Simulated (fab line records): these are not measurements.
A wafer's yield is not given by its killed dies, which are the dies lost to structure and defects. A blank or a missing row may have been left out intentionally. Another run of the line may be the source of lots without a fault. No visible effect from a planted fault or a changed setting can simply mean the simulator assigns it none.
Which tool is to blame? || flow sky130 || 42 wafers from 14 lots sampled at 3 of the route's 708 steps

## WHAT THE GAUGES SHOWED, per wafer
SKY_GATE_OXIDE_TW_MEAS_14. Usual: for GATE_OXIDE_TW the level is 225.2 and the standard deviation is 1.6.
{"lot": "L672", "measured": "day 13 13:55", "on": "film metro-02", "GATE_OXIDE_TW": "226.8 227.0 227.6", "flag": ""}
{"lot": "L675", "measured": "day 14 23:17", "on": "film metro-03", "GATE_OXIDE_TW": "222.1 222.2 222.5", "flag": ""}
{"lot": "L676", "measured": "day 15 04:10", "on": "film metro-02", "GATE_OXIDE_TW": "224.7 224.4 224.6", "flag": ""}
{"lot": "L678", "measured": "day 16 01:05", "on": "film metro-02", "GATE_OXIDE_TW": "226.4 226.7 227.2", "flag": ""}
{"lot": "L679", "measured": "day 16 04:57", "on": "film metro-03", "GATE_OXIDE_TW": "225.7 226.2 224.8", "flag": ""}
{"lot": "L680", "measured": "day 16 12:40", "on": "film metro-03", "GATE_OXIDE_TW": "226.1 226.1 225.9", "flag": ""}
{"lot": "L681", "measured": "day 16 20:04", "on": "film metro-04", "GATE_OXIDE_TW": "225.8 225.2 225.7", "flag": ""}
{"lot": "L682", "measured": "day 17 16:04", "on": "film metro-02", "GATE_OXIDE_TW": "226.6 226.6 226.3", "flag": ""}
{"lot": "L683", "measured": "day 17 20:46", "on": "film metro-03", "GATE_OXIDE_TW": "224.0 224.0 224.4", "flag": ""}
{"lot": "L685", "measured": "day 18 10:56", "on": "film metro-02", "GATE_OXIDE_TW": "226.9 227.2 227.5", "flag": ""}
{"lot": "L686", "measured": "day 19 04:13", "on": "film metro-04", "GATE_OXIDE_TW": "225.8 226.8 225.2", "flag": ""}
{"lot": "L687", "measured": "day 19 07:17", "on": "film metro-03", "GATE_OXIDE_TW": "225.3 223.5 224.6", "flag": ""}
{"lot": "L694", "measured": "day 21 14:43", "on": "film metro-03", "GATE_OXIDE_TW": "224.1 224.9 223.7", "flag": ""}
{"lot": "L695", "measured": "day 21 23:50", "on": "film metro-02", "GATE_OXIDE_TW": "226.4 226.1 226.1", "flag": ""}

SKY_LI_CONTACT_BOW_MEAS_03. Usual: for LI_CONTACT_BOW the level is 55 um and the standard deviation is 7.3.
{"lot": "L672", "measured": "day 27 16:53", "on": "film metro-04", "LI_CONTACT_BOW (um)": "42 48 49", "flag": ""}
{"lot": "L675", "measured": "day 29 06:26", "on": "film metro-01", "LI_CONTACT_BOW (um)": "54 43 67", "flag": ""}
{"lot": "L676", "measured": "day 29 10:18", "on": "film metro-01", "LI_CONTACT_BOW (um)": "59 57 56", "flag": ""}
{"lot": "L678", "measured": "day 30 04:27", "on": "film metro-04", "LI_CONTACT_BOW (um)": "57 60 44", "flag": ""}
{"lot": "L679", "measured": "day 30 08:39", "on": "film metro-04", "LI_CONTACT_BOW (um)": "52 64 69", "flag": ""}
{"lot": "L680", "measured": "day 30 15:04", "on": "film metro-01", "LI_CONTACT_BOW (um)": "52 60 51", "flag": ""}
{"lot": "L681", "measured": "day 30 23:22", "on": "film metro-01", "LI_CONTACT_BOW (um)": "56 48 60", "flag": ""}
{"lot": "L682", "measured": "day 31 21:04", "on": "film metro-01", "LI_CONTACT_BOW (um)": "61 43 44", "flag": ""}
{"lot": "L683", "measured": "day 31 21:50", "on": "film metro-01", "LI_CONTACT_BOW (um)": "57 59 48", "flag": ""}
{"lot": "L685", "measured": "day 32 08:47", "on": "film metro-01", "LI_CONTACT_BOW (um)": "66 69 71", "flag": ""}
{"lot": "L686", "measured": "day 33 01:00", "on": "film metro-01", "LI_CONTACT_BOW (um)": "66 64 59", "flag": ""}
{"lot": "L687", "measured": "day 33 06:31", "on": "film metro-02", "LI_CONTACT_BOW (um)": "59 60 55", "flag": ""}
{"lot": "L694", "measured": "day 35 03:55", "on": "film metro-04", "LI_CONTACT_BOW (um)": "71 55 46", "flag": ""}
{"lot": "L695", "measured": "day 35 15:35", "on": "film metro-01", "LI_CONTACT_BOW (um)": "45 55 58", "flag": ""}

## WHAT TOOL EACH LOT RAN ON (gives the tool, then ch and the chambers of the sampled wafers, and finally the start)
{"lot": "L672", "SKY_VT_ADJUST_LVTN_SOFTBAKE_14": "litho track-02 ch 0, day 7 02:10"}
{"lot": "L675", "SKY_VT_ADJUST_LVTN_SOFTBAKE_14": "litho track-02 ch 0, day 8 00:00"}
{"lot": "L676", "SKY_VT_ADJUST_LVTN_SOFTBAKE_14": "litho track-04 ch 0, day 8 05:11"}
{"lot": "L678", "SKY_VT_ADJUST_LVTN_SOFTBAKE_14": "litho track-03 ch 0, day 9 00:30"}
{"lot": "L679", "SKY_VT_ADJUST_LVTN_SOFTBAKE_14": "litho track-02 ch 0, day 9 04:39"}
{"lot": "L680", "SKY_VT_ADJUST_LVTN_SOFTBAKE_14": "litho track-03 ch 0, day 9 08:40"}
{"lot": "L681", "SKY_VT_ADJUST_LVTN_SOFTBAKE_14": "litho track-03 ch 0, day 9 18:57"}
{"lot": "L682", "SKY_VT_ADJUST_LVTN_SOFTBAKE_14": "litho track-02 ch 0, day 10 01:49"}
{"lot": "L683", "SKY_VT_ADJUST_LVTN_SOFTBAKE_14": "litho track-04 ch 0, day 10 07:08"}
{"lot": "L685", "SKY_VT_ADJUST_LVTN_SOFTBAKE_14": "litho track-04 ch 0, day 10 19:55"}
{"lot": "L686", "SKY_VT_ADJUST_LVTN_SOFTBAKE_14": "litho track-04 ch 0, day 11 11:02"}
{"lot": "L687", "SKY_VT_ADJUST_LVTN_SOFTBAKE_14": "litho track-04 ch 0, day 11 13:02"}
{"lot": "L694", "SKY_VT_ADJUST_LVTN_SOFTBAKE_14": "litho track-02 ch 0, day 13 10:04"}
{"lot": "L695", "SKY_VT_ADJUST_LVTN_SOFTBAKE_14": "litho track-02 ch 0, day 13 17:31"}
- SKY_VT_ADJUST_LVTN_SOFTBAKE_14: time 60 s.

## WHAT THE TOOLS THEMSELVES READ (means of the sampled wafers that have a number; where no wafer has one, the mark that the record gives instead)
SKY_VT_ADJUST_LVTN_SOFTBAKE_14. Usual: run length s 89.18 s, standard deviation 0.14.
{"lot": "L672", "tool": "litho track-02", "run length s (s)": 89.18, "flag": ""}
{"lot": "L675", "tool": "litho track-02", "run length s (s)": 89.20, "flag": ""}
{"lot": "L676", "tool": "litho track-04", "run length s (s)": 89.34, "flag": ""}
{"lot": "L678", "tool": "litho track-03", "run length s (s)": 89.15, "flag": ""}
{"lot": "L679", "tool": "litho track-02", "run length s (s)": 89.24, "flag": ""}
{"lot": "L680", "tool": "litho track-03", "run length s (s)": 89.14, "flag": ""}
{"lot": "L681", "tool": "litho track-03", "run length s (s)": 89.07, "flag": ""}
{"lot": "L682", "tool": "litho track-02", "run length s (s)": 89.12, "flag": ""}
{"lot": "L683", "tool": "litho track-04", "run length s (s)": 89.26, "flag": ""}
{"lot": "L685", "tool": "litho track-04", "run length s (s)": 98.62, "flag": "OFF"}
{"lot": "L686", "tool": "litho track-04", "run length s (s)": 98.60, "flag": "OFF"}
{"lot": "L687", "tool": "litho track-04", "run length s (s)": 98.52, "flag": "OFF"}
{"lot": "L694", "tool": "litho track-02", "run length s (s)": 89.22, "flag": ""}
{"lot": "L695", "tool": "litho track-02", "run length s (s)": 89.06, "flag": ""}

## THE ANSWER, worked out from the rows above alone
Rule: take the mean of a lot's wafers that have a number; if it is more than 3 standard deviations from the usual mean, the lot is off. A lot without any number at a reading at which 4 lots or more have one is off too. Where the step has rows for the other lots, those lots are counted as sound. Order of review: gauges by route order, followed by the tools' own readings, for which a lot's mean as printed above is used. At the first step where some lot is off, the reading lying furthest off is the one used; lots without a number count as furthest.
Off: L685, L686, L687, at SKY_VT_ADJUST_LVTN_SOFTBAKE_14 (run length s).
If a tool, at that step or one of the process steps before it, ran each lot that is off and ran no sound lot following the first of them, it fits. One fits: litho track-04 at SKY_VT_ADJUST_LVTN_SOFTBAKE_14. A fault onset in the window from L683 (day 10 07:08, its last sound lot) to L685 (day 10 19:55, its first lot off) fits.
On the lots that are off, the tool's own readings at SKY_VT_ADJUST_LVTN_SOFTBAKE_14 differ by more than 5 times the standard deviation of the sound lots' means, which bears it out; run length s reads 98.58 s there versus 89.18 s on the sound lots.

## WHAT WAS PUT IN BY THE SIMULATOR
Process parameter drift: litho track-04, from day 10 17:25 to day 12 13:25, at SKY_VT_ADJUST_LVTN_SOFTBAKE_14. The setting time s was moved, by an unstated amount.
Lots struck among those shown: L685, L686, L687. Same finding as the rule above.
